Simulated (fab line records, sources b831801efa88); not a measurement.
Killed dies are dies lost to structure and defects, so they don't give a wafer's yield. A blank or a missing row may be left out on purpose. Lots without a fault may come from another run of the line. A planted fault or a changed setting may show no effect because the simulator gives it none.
fab line records | flow sky130
record lots=15 wafers=45 last_day=50
route steps=708 shown LI_CONTACT@386 METAL2@486
lots that met no fault: from a run of the same line without faults
start_h: hours from the record's first day to the start of the lot's first wafer shown | wait_h: hours since the lot's step before | " the same as in the row above | L1.1+2: a row that stands for several wafers | - no value, or no start given | * or withheld: withheld | < > ~ a bound
route shown NAME@n: a module of which the file shows steps, and the number in the route of the first | usual: mean/standard deviation of fault-free wafers | same: alike in all rows | chamber/n: place in a boat | sites: the reading at each site | _std_site: their standard deviation | _edge_site: outer sites' mean less inner sites' | radius_mm: how far each site lies from the wafer's centre | mask NAME#n: copy n | behind: the tool/chamber that last shaped the wafer | hold: why the lot was held/for how many hours/how that ended | device: the transistor (n, p or np) that didn't switch | end of line: the same wafers' tests at the end of the route | a step without rows: its recipe alone | killed: dies lost to structure and defects at the first sort, not the wafer's yield | map: a wafer's dies, x killed, . not, _ none there
set.NAME: the setting as run; set.NAME@STEP: as run at that earlier step | model.NAME: the simulator's own value behind a step, which no gauge read
steps of the route over a sample of lots; a table a step, a row a wafer
services: from which hour (start_h, from the record's first day; less than 0 if before it) a tool's chamber was out of use, for how many hours, and why
## steps
# step SKY_LI_CONTACT_CMP_24
# recipe stop_on=PSG t_overpolish_s=20 down_force_psi=3.5 platen_rpm=60 target_thk_nm=0 pad_velocity_m_s=0.94248
# usual motor_current_A=11.2/0.72 overpolish_run_s=19.999/0.0096 time_to_endpoint_s=96.5/2.9
# columns lot.wafer tool chamber start_h wait_h motor_current_A overpolish_run_s time_to_endpoint_s
L207.2 cmp-02 0 672.80 0.0 10.4 20.000 94.9
L207.4 " 1 " " 10.5 20.002 92.7
L207.3 " 2 " " 11.2 19.997 95.5
L208.2 cmp-02 1 682.44 0.1 11.4 20.005 89.4
L208.3 " 3 " " 10.6 20.012 92.2
L208.5 " 1 " " 11.5 20.002 92.8
L209.2 cmp-01 1 689.50 0.1 11.2 20.004 95.4
L209.1 " 2 " " 10.4 20.003 95.4
L209.6 " 0 " " 13.4 20.008 93.1
L210.4 cmp-02 0 702.19 0.1 10.2 20.010 94.8
L210.2 " 1 " " 12.0 19.995 97.2
L210.6 " 0 " " 10.1 20.000 97.2
L212.4 cmp-01 2 717.84 0.1 10.8 19.998 99.8
L212.1 " 3 " " 10.9 19.986 99.2
L212.3 " 0 " " 12.4 19.990 101.9
L213.4 cmp-01 1 729.14 0.1 11.8 19.991 97.6
L213.3 " 2 " " 10.8 20.013 97.5
L213.5 " 0 " " 12.1 19.999 103.1
L214.4 cmp-01 1 737.44 0.1 11.3 20.007 99.9
L214.1 " 3 " " 11.1 19.995 96.1
L214.6 " 1 " " 11.5 20.014 101.7
L215.4 cmp-01 2 738.50 0.0 10.4 19.995 94.3
L215.3 " 0 " " 11.9 19.974 96.4
L215.6 " 2 " " 10.8 20.014 95.0
L224.2 cmp-02 2 816.74 0.0 11.0 19.998 94.6
L224.5 " 2 " " 10.8 19.993 94.8
L224.6 " 3 " " 11.1 19.978 94.9
L225.4 cmp-02 2 825.40 0.1 11.7 20.002 95.8
L225.5 " 1 " " 11.9 19.983 95.7
L225.6 " 2 " " 11.2 19.995 97.0
L226.1 cmp-02 1 836.32 0.1 10.8 20.002 97.4
L226.2 " 2 " " 11.2 20.009 102.1
L226.5 " 0 " " 10.3 20.003 95.8
L227.4 cmp-01 1 845.04 0.1 11.4 20.005 96.2
L227.6 " 3 " " 11.6 20.016 90.1
L227.5 " 0 " " 12.2 19.992 92.6
L228.4 cmp-02 0 848.69 0.0 10.2 20.008 96.2
L228.1 " 2 " " 11.5 20.008 99.8
L228.5 " 0 " " 10.0 20.003 95.0
L230.1 cmp-02 3 852.04 0.1 11.4 20.012 99.3
L230.4 " 2 " " 11.9 19.996 98.2
L230.5 " 0 " " 10.2 19.984 97.3
L229.3 cmp-02 3 853.84 0.0 10.8 20.014 99.8
L229.4 " 0 " " 10.9 19.987 97.2
L229.2 " 1 " " 11.5 20.003 93.7
# step SKY_METAL2_SPUTTER_03
# recipe material=Ti target_thk_nm=5 power_w=3000 time_s=3.3 chamber_pressure_pa=0.4
# usual throttle_valve_pct=29.2/0.94
# columns lot.wafer tool chamber start_h wait_h throttle_valve_pct
L207.2 pvd_sputter-01 - 790.06 0.0 29.7
L207.3 " - " " 29.1
L207.4 " - " " 28.2
L208.2 pvd_sputter-01 - 798.12 0.0 27.9
L208.3 " - " " 30.8
L208.5 " - " " 27.7
L209.1 pvd_sputter-01 - 805.62 0.0 29.1
L209.2 " - " " 30.6
L209.6 " - " " 29.0
L210.2 pvd_sputter-01 - 816.95 0.0 30.7
L210.4 " - " " 28.2
L210.6 " - " " 29.3
L212.1 pvd_sputter-01 - 831.94 0.0 28.1
L212.3 " - " " 29.1
L212.4 " - " " 29.5
L213.3 pvd_sputter-02 - 842.05 0.0 29.4
L213.4 " - " " 28.0
L213.5 " - " " 29.5
L214.1 pvd_sputter-02 - 850.07 0.0 28.1
L214.4 " - " " 28.9
L214.6 " - " " 28.9
L215.3 pvd_sputter-03 - 851.73 0.0 29.2
L215.4 " - " " 30.9
L215.6 " - " " 29.2
L224.2 pvd_sputter-01 - 925.83 0.0 29.0
L224.5 " - " " 27.8
L224.6 " - " " 29.5
L225.4 pvd_sputter-02 - 933.56 0.0 28.8
L225.5 " - " " 27.9
L225.6 " - " " 28.4
L226.1 pvd_sputter-02 - 943.86 0.0 29.2
L226.2 " - " " 28.1
L226.5 " - " " 28.1
L227.4 pvd_sputter-03 - 951.21 0.0 30.4
L227.5 " - " " 30.9
L227.6 " - " " 29.4
L228.1 pvd_sputter-02 - 954.43 0.0 27.9
L228.4 " - " " 29.6
L228.5 " - " " 29.2
L230.1 pvd_sputter-01 - 956.90 0.0 30.5
L230.4 " - " " 28.0
L230.5 " - " " 29.2
L229.2 pvd_sputter-03 - 959.73 0.0 30.6
L229.3 " - " " 29.4
L229.4 " - " " 30.2
# step SKY_METAL2_DEVELOP_14
# recipe develop_time_s=60 resist=KrF-thick dev_temp_c=21
# usual chill_plate_temp_C=23.00/0.11 develop_time_s=60/0
# columns lot.wafer tool chamber start_h wait_h chill_plate_temp_C develop_time_s
L207.2 litho_track-02 0 816 - 23.06 60
L207.3 " 0 " " 22.91 60
L207.4 " 0 " " 23.01 60
L208.2 litho_track-04 0 824 - 23.07 60
L208.3 " 0 " " 23.08 60
L208.5 " 0 " " 23.08 60
L209.1 litho_track-02 0 831 - 22.80 60
L209.2 " 0 " " 23.00 60
L209.6 " 0 " " 22.86 60
L210.2 litho_track-03 0 843 - 23.05 60
L210.4 " 0 " " 23.08 60
L210.6 " 0 " " 23.08 60
L212.1 litho_track-03 0 857 - 23.08 60
L212.3 " 0 " " 23.03 60
L212.4 " 0 " " 23.15 60
L213.3 litho_track-02 - 867 - - -
L213.4 " - " " - -
L213.5 " - " " - -
L214.1 litho_track-04 - 875 - - -
L214.4 " - " " - -
L214.6 " - " " - -
L215.3 litho_track-03 - 876 - - -
L215.4 " - " " - -
L215.6 " - 877 - - -
L224.2 litho_track-03 0 950 - 22.96 60
L224.5 " 0 " " 22.99 60
L224.6 " 0 " " 23.03 60
L225.4 litho_track-02 0 957 - 23.15 60
L225.5 " 0 " " 22.98 60
L225.6 " 0 " " 22.97 60
L226.1 litho_track-02 0 967 - 23.01 60
L226.2 " 0 " " 23.14 60
L226.5 " 0 " " 23.03 60
L227.4 litho_track-02 0 975 - 22.95 60
L227.5 " 0 " " 22.98 60
L227.6 " 0 " " 22.84 60
L228.1 litho_track-03 0 977 - 23.06 60
L228.4 " 0 " " 23.04 60
L228.5 " 0 " " 23.03 60
L230.1 litho_track-04 0 980 - 23.26 60
L230.4 " 0 " " 23.23 60
L230.5 " 0 " " 23.17 60
L229.2 litho_track-04 0 983 - 22.79 60
L229.3 " 0 " " 23.05 60
L229.4 " 0 " " 22.89 60
# step SKY_METAL2_STRIP_20
# recipe chemistry=O2/N2 power_w=1400 pressure_mtorr=1500 platen_temp_c=withheld o2_flow_sccm=3000 n2_flow_sccm=300 overash_fraction=0.5
# usual drypump_motor_current_A=5.77/0.24 oes_product_au=0.343/0.0047 strip_time_to_endpoint_s=2.72/0.044
# same overash_fraction=0.5
# columns lot.wafer tool chamber start_h wait_h drypump_motor_current_A oes_product_au rf_hours_counter_h strip_time_to_endpoint_s
L207.2 plasma_asher-02 0 817.12 0.1 5.59 0.343 68 2.68
L207.3 " 1 " " 5.70 0.335 - 2.70
L207.4 " 0 " " 5.58 0.340 - 2.71
L208.2 plasma_asher-02 1 825.17 0.1 5.73 0.350 69 2.73
L208.3 " 1 " " 5.75 0.339 - 2.69
L208.5 " 1 " " 5.72 0.344 - 2.70
L209.1 plasma_asher-01 1 831.94 0.1 6.05 0.348 9 2.74
L209.2 " 0 " " 5.56 0.342 9 2.70
L209.6 " 0 " " 5.59 0.335 - 2.73
L210.2 plasma_asher-01 1 843.67 0.1 6.01 0.335 10 2.74
L210.4 " 0 " " 5.53 0.348 - 2.72
L210.6 " 1 " " 6.02 0.341 - 2.68
L212.1 plasma_asher-01 1 858.22 0.1 6.04 0.341 11 2.64
L212.3 " 0 " " 5.59 0.348 - 2.65
L212.4 " 1 " " 6.01 0.349 - 2.73
L213.3 plasma_asher-01 1 868.41 0.1 6.00 0.353 - 2.89
L213.4 " 0 " " 5.59 0.347 - 2.75
L213.5 " 0 " " 5.57 0.345 - 2.76
L214.1 plasma_asher-02 0 876.06 0.1 5.58 0.350 74 2.84
L214.4 " 0 " " 5.60 0.354 - 2.86
L214.6 " 1 " " 5.69 0.354 - 2.89
L215.3 plasma_asher-01 0 877.41 0.1 5.57 0.360 - 2.89
L215.4 " 1 " " 6.04 0.355 - 2.95
L215.6 " 0 " " 5.55 0.345 - 2.91
L224.2 plasma_asher-02 0 950.57 0.1 5.58 0.343 81 2.75
L224.5 " 1 " " 5.73 0.335 - 2.67
L224.6 " 0 " " 5.60 0.350 - 2.71
L225.4 plasma_asher-02 0 958.21 0.1 5.59 0.345 - 2.77
L225.5 " 0 " " 5.59 0.351 - 2.77
L225.6 " 1 " " 5.71 0.352 - 2.77
L226.1 plasma_asher-02 1 967.58 0.1 5.75 0.340 83 2.71
L226.2 " 0 " " 5.59 0.339 83 2.74
L226.5 " 1 " " 5.73 0.350 - 2.74
L227.4 plasma_asher-01 0 975.52 0.1 5.59 0.341 - 2.75
L227.5 " 1 " " 6.05 0.350 - 2.77
L227.6 " 0 " " 5.61 0.349 - 2.75
L228.1 plasma_asher-03 0 978.17 0.1 6.41 0.346 114 2.75
L228.4 " 0 " " 6.40 0.333 - 2.67
L228.5 " 1 " " 6.02 0.343 - 2.70
L230.1 plasma_asher-02 0 981.21 0.1 5.56 0.346 84 2.73
L230.4 " 0 " " 5.58 0.339 - 2.74
L230.5 " 1 " " 5.68 0.346 - 2.75
L229.2 plasma_asher-02 1 984.26 0.1 5.71 0.342 84 2.76
L229.3 " 0 " " 5.57 0.340 - 2.75
L229.4 " 1 " " 5.71 0.342 - 2.69
## services
# columns tool chamber start_h hours kind
pvd_sputter-02 - 648.87 8.5 repair
pvd_sputter-01 - 655.93 0.9 repair
cmp-02 - 677.96 1.3 repair
cmp-01 - 711.77 2.0 repair
plasma_asher-02 - 714.91 1.2 repair
plasma_asher-01 - 733.75 9.0 pm
cmp-02 - 744.00 4.0 pm
cmp-01 - 761.35 9.3 pm
cmp-02 - 782.87 4.0 repair
pvd_sputter-02 - 807.31 0.6 repair
cmp-01 - 807.41 2.2 repair
cmp-01 - 818.83 0.3 repair
cmp-02 - 829.82 3.9 repair
plasma_asher-02 - 860.65 5.8 repair
cmp-02 - 864.14 9.1 pm
pvd_sputter-02 - 879.21 1.4 repair
cmp-01 - 881.58 3.0 repair
plasma_asher-01 - 888.06 0.5 repair
cmp-01 - 912.64 4.0 pm
pvd_sputter-02 - 935.66 2.6 repair
pvd_sputter-02 - 946.19 4.0 repair
cmp-02 - 954.03 0.4 repair
cmp-01 - 960.38 1.1 repair
cmp-01 - 961.47 4.8 pm
## key
first_sign step=SKY_METAL2_DEVELOP_14 reading=tool_record direction=missing
effect none on later readings
met_at SKY_METAL2_DEVELOP_14
struck_lots L213,L214,L215
later_rows_left_out L213.3,L213.4,L213.5,L214.1,L214.4,L214.6,L215.3,L215.4,L215.6
sort_left_out L213.3,L213.4,L213.5,L214.1,L214.4,L214.6,L215.3,L215.4,L215.6
not_acting_at SKY_LI_CONTACT_CMP_24,SKY_METAL2_SPUTTER_03,SKY_METAL2_STRIP_20
onset_between 857 867
fault kind=skipped_step_whole tool=litho_track-02,litho_track-03,litho_track-04 chamber=- onset_h=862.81 steps=SKY_METAL2_DEVELOP_14 scope=struck_lots_only
# sort_left_out: the simulated sort isn't trusted on such a fault, so these wafers' sort isn't shown, and their yield isn't known
# later_rows_left_out: the simulator's readings of these wafers behind a module that went badly wrong aren't trusted and aren't shown, but for the sort
